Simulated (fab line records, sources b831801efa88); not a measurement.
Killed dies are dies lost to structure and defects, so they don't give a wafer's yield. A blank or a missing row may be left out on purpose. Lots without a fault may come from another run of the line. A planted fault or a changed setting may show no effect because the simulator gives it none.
Chamber matching | flow gf180mcu | GF_STI_ETCH_14 on rie_si-02: 4 sister chambers
The step etches Si in HBr/Cl2/O2, target depth 360 nm, time 102.9 s. 4 wafers are shown with their chamber, then 8 later ones without.

WAFERS WITH THEIR CHAMBER
wafer  | chamber | drypump_motor_current_A (A)
L690.5 | 3       | 5.4
L690.6 | 2       | 5.0
L695.6 | 0       | 6.5
L698.1 | 1       | 6.5

WAFERS WITHOUT THEIR CHAMBER
wafer  | drypump_motor_current_A (A)
L698.3 | 5.0
L698.5 | 5.0
L708.4 | 5.3
L708.5 | 5.3
L708.6 | 6.5
L709.1 | 6.5
L709.3 | 5.3
L709.4 | 5.0

WHICH CHAMBER EACH WENT THROUGH
wafer  | from the rows above     | in truth
L698.3 | 2                       | 2
L698.5 | 2                       | 2
L708.4 | 3                       | 3
L708.5 | 3                       | 3
L708.6 | can't be placed: 0 or 1 | 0
L709.1 | can't be placed: 0 or 1 | 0
L709.3 | 3                       | 3
L709.4 | 2                       | 2
Placed correctly: 6 of 8. Can't be placed from these rows: 2 (the true chamber is among the candidates in 2). Placed wrongly: 0.
How it was worked out, from the rows above alone: a wafer's distance from a chamber is the root of the sum, over the readings, of the square of ((its reading less the chamber's mean) divided by the reading's scatter). The wafer belongs to the nearest chamber; if the next one is less than 2 further off, it can't be placed. A chamber's mean is the mean of its shown wafers. The scatter: with one shown wafer a chamber, the root of the mean of the squares of how far each hidden wafer lies from its nearest shown one.
